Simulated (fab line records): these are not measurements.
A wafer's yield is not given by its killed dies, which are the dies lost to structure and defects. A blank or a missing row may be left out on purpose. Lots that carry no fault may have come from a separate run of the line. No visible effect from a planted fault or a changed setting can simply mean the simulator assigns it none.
8D (eight disciplines) problem report, filled in by code || flow gf180mcu || the parts of the form that need people (team, actions taken, sign-off) are left out

== 1. WHAT IS WRONG ==
Mean STI_OXIDATION_02_THK at GF_STI_THK_MEAS_30: 3.72 nm over 9 wafers in 3 lots; fault-free wafers: 10.00 nm, standard deviation 0.16. That is -39 standard deviations from the usual mean.
The first sign was on wafer L269.1 at day 3 02:53, on filmMetro-03. The record holds 36 wafers of 12 lots with a number at this step. Rule for "out" (also "out of limits"): further than 4 standard deviations from the usual mean. All remaining wafers that have a number are taken as sound.

== 2. WHAT THIS IS AND IS NOT ==
{"question": "which readings at this step", "is": "STI_OXIDATION_02_THK", "is not": "-"}
{"question": "which lots", "is": "L269, L270, L272", "is not": "L265, L266, L271, L275, L282, L284, L286, L287, L288"}
{"question": "which wafers of those lots", "is": "all that have a number", "is not": "-"}
{"question": "read on which gauges", "is": "filmMetro-01, filmMetro-03", "is not": "filmMetro-02"}
{"question": "when", "is": "from day 3 02:53", "is not": "up to then (6 sound wafers); but 21 sound wafers of L271, L275, L282, L284, L286, L287, L288 came after"}

== 3. WHAT RULES OUT EACH SUSPECT ==
Counting: a tool stays on the suspect list if, at a process step up to the reading, it processed all lots that are out and no sound lot following the first of them.
- the gauge at GF_STI_THK_MEAS_30 is ruled out. Those wafers that are out were read across 2 gauges (filmMetro-01, filmMetro-03).
- furnace-02 at GF_STI_OXIDATION_29 (stabilise 600 s, purge 300 s, target thk 10 nm): ruled out as a lasting fault. Sound lots L286, L287 ran on it after its first lot that is out, L269 (day 3 01:29).
Left after counting: nothing in the record.

== 4. THE CAUSE (what the simulator had put in) ==
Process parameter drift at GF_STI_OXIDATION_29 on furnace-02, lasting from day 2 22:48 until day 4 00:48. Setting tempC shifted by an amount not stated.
The count ruled it out by mistake, since the rule takes a fault to strike every lot its tool runs from the start of the fault on, and this one did not do so.

== 5. THE EFFECT CHAIN, in route order ==
Each row: a reading where the mean over the struck wafers with a number is more than 3 standard deviations away from the usual. Only readings whose record carries a usual standard deviation are examined. hours: median over the lots of the time between each lot's start at the first step of this table that gives one and its start at this step. sigmas: the change, counted in usual standard deviations.
{"hours": 0, "step": "GF_STI_OXIDATION_29", "reading": "spikeTcBottomC", "usual": "918.0 C", "on struck wafers": 844.5, "change": -73.5, "sigmas": -41}
{"hours": 0, "step": "GF_STI_OXIDATION_29", "reading": "spikeTcCentreC", "usual": "900.6 C", "on struck wafers": 824.5, "change": -76.1, "sigmas": -51}
{"hours": 0, "step": "GF_STI_OXIDATION_29", "reading": "spikeTcLowerC", "usual": "901.2 C", "on struck wafers": 825.2, "change": -76.0, "sigmas": -85}
{"hours": 0, "step": "GF_STI_OXIDATION_29", "reading": "spikeTcTopC", "usual": "910.2 C", "on struck wafers": 833.6, "change": -76.6, "sigmas": -32}
{"hours": 0, "step": "GF_STI_OXIDATION_29", "reading": "spikeTcUpperC", "usual": "900.9 C", "on struck wafers": 825.5, "change": -75.4, "sigmas": -75}
{"hours": 0, "step": "GF_STI_OXIDATION_29", "reading": "tubeCenterTempC", "usual": "900 C", "on struck wafers": 824, "change": -76, "sigmas": "-99 or more"}
{"hours": 0, "step": "GF_STI_OXIDATION_29", "reading": "tube_center_temp_C_max", "usual": 902.3, "on struck wafers": 826.8, "change": -75.5, "sigmas": "-99 or more"}
{"hours": 0, "step": "GF_STI_OXIDATION_29", "reading": "zonePowerUpperPct", "usual": "18.31 %", "on struck wafers": 15.33, "change": -2.98, "sigmas": -16}
{"hours": 1, "step": "GF_STI_THK_MEAS_30", "reading": "STI_OXIDATION_02_THK", "usual": "10.00 nm", "on struck wafers": 3.72, "change": -6.28, "sigmas": -39}
Its process steps:
- GF_STI_OXIDATION_29: stabilise 600 s, purge 300 s, target thk 10 nm.
Later measuring or inspecting steps at which every struck wafer that the step has a row for has a number for every such reading, and none has moved that far: GF_MVSD_OVL_MEAS_07.

== 6. WHAT WOULD HAVE CAUGHT IT SOONER ==
In this record the first reading out of limits at a measuring or inspecting step was taken at day 3 02:53, 4 hours after the fault began at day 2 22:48.
Tool's own readings at GF_STI_OXIDATION_29, spikeTcBottomC, spikeTcCentreC, spikeTcLowerC, spikeTcTopC, spikeTcUpperC, tubeCenterTempC, tube_center_temp_C_max, zonePowerUpperPct: out on all struck wafers the step has rows for; an alarm limit on them would have tripped on the first.
